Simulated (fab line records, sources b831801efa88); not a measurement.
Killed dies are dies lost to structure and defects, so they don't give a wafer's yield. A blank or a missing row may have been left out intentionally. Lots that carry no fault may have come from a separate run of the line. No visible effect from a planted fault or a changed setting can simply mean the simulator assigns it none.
A struck lot beside a sound one    flow sky130    15 out of 708 route steps
Sound: wafers L825.2, L825.4, L825.5. Wafers struck: L818.1, L818.2, L818.6. Last of all comes the cause.
Per side, at each step with rows, come the tool, then ch with its chambers, and then its first start. Under that, the readings that differ: sound wafers    struck wafers    difference of the means    sigmas: that difference in standard deviations of wafers without a fault.
alike: a reading whose means differ by less than 2 such deviations, as well as words and numbers matching on both sides. not compared: withheld readings; readings where some wafer has no value; bounds like >300 that might hide an equal value; numbers whose values overlap and for which the record gives no deviation.
Wherever a step has rows on one side only, a row that says differs or no value, or a row with sigmas, the two part there. Numbers that have no deviation but don't overlap get no sigmas and don't part them. A reading that every wafer of one side lacks parts them only if that side has two wafers or more.

first, 4 steps without rows for these wafers: SKY_LI_CONTACT_SOFTBAKE_08 (time 90 s); SKY_LI_CONTACT_EXPOSE_09 (exposes mask LICM1, target cd 170 nm); SKY_LI_CONTACT_PEB_10; SKY_LI_CONTACT_DEVELOP_11 (develop time 60 s).
SKY_LI_CONTACT_CD_MEAS_12: target cd 170 nm.
  struck on cd-sem-01, day 34 05:11; sound on cd-sem-01, day 36 07:12
  alike: cd-nm
SKY_LI_CONTACT_OVL_MEAS_13:
  struck on overlay-02, day 34 05:18; sound on overlay-01, day 36 07:19
  alike: LI_CONTACT_OVL
SKY_LI_CONTACT_ETCH_14: etches BARC in N2/H2, stops on SiO2, time 45.9 s, target depth 60 nm.
  sound on rie-diel-01 ch 0,1, day 36 07:20; struck on rie-diel-01 ch 0,1, day 34 05:20
  alike: drypump-motor-current-A, oes-product-au, rf-fwd-power-W, throttle-valve-pct
  not compared: rf-hours-counter-h
SKY_LI_CONTACT_ETCH_15: etches PSG in C4F8/O2/Ar, stops on Si, target depth 600 nm.
  sound on rie-diel-01 ch 0,1, day 36 07:23; struck on rie-diel-01 ch 0,1, day 34 05:23
  alike: oes-product-au, rf-fwd-power-W
SKY_LI_CONTACT_STRIP_16: strips in O2/N2.
  sound on plasma-asher-02 ch 0, day 36 07:28; struck on plasma-asher-01 ch 0,1, day 34 05:28
  alike: drypump-motor-current-A, oes-product-au, strip-time-to-endpoint-s
  not compared: rf-hours-counter-h
then, 2 steps without rows for these wafers: SKY_LI_CONTACT_CLEAN_17 (cleans in NMP, time 600 s); SKY_LI_CONTACT_PRE_CLEAN_18 (time 5.6 s).
SKY_LI_CONTACT_SPUTTER_19: material Ti, target thk 20 nm, time 106.37 s.
  struck on pvd-sputter-03, day 34 05:56; sound on pvd-sputter-01, day 36 07:46
  alike: cathode-dc-power-W, chamber-pressure-pa, substrate-temp-c, throttle-valve-pct
SKY_LI_CONTACT_SPUTTER_20: material TiN, target thk 20 nm, time 80 s.
  struck on pvd-sputter-03, day 34 06:01; sound on pvd-sputter-01, day 36 07:50
  no value came back on the struck wafers for cathode-dc-power-W (W), chamber-pressure-pa (Pa), throttle-valve-pct (%); on the sound wafers cathode-dc-power-W (W) reads 3999.6 3999.6 4000.3
SKY_LI_CONTACT_CVD_21: deposits W, target thk 400 nm, time 120.56 s.
  sound on cvd-w-01 ch 0,1, day 36 07:54; struck on cvd-w-01 ch 0,1, day 34 06:04
  alike: heater-power-w
-- a jump in the record: the struck wafers' starts before and after are 15 days apart (it breaks off in module LI_CONTACT and resumes in module PAD_OPEN, where the first step shown is number 708 of the route) --
SKY_PAD_OPEN_PROBE_99:
  struck on prober-02, day 49 12:45; sound on prober-01, day 50 19:53
reading             sound     struck       difference  sigmas
killed-at-contacts  23 26 22  429 438 425  +407        +81
killed-dies         92 88 87  492 492 492  +403        +44
killed-on-rim       19 16 21  96 96 96     +77         +22
  alike: killed_at_M0_to_M3, killed_at_M4_up, killed-at-front-end, killed-at-other, killed-open, killed-short

WHERE THEY PART
Earliest at SKY_LI_CONTACT_SPUTTER_20; latest, in this record, at SKY_PAD_OPEN_PROBE_99.

WHY: whatever the simulator had introduced
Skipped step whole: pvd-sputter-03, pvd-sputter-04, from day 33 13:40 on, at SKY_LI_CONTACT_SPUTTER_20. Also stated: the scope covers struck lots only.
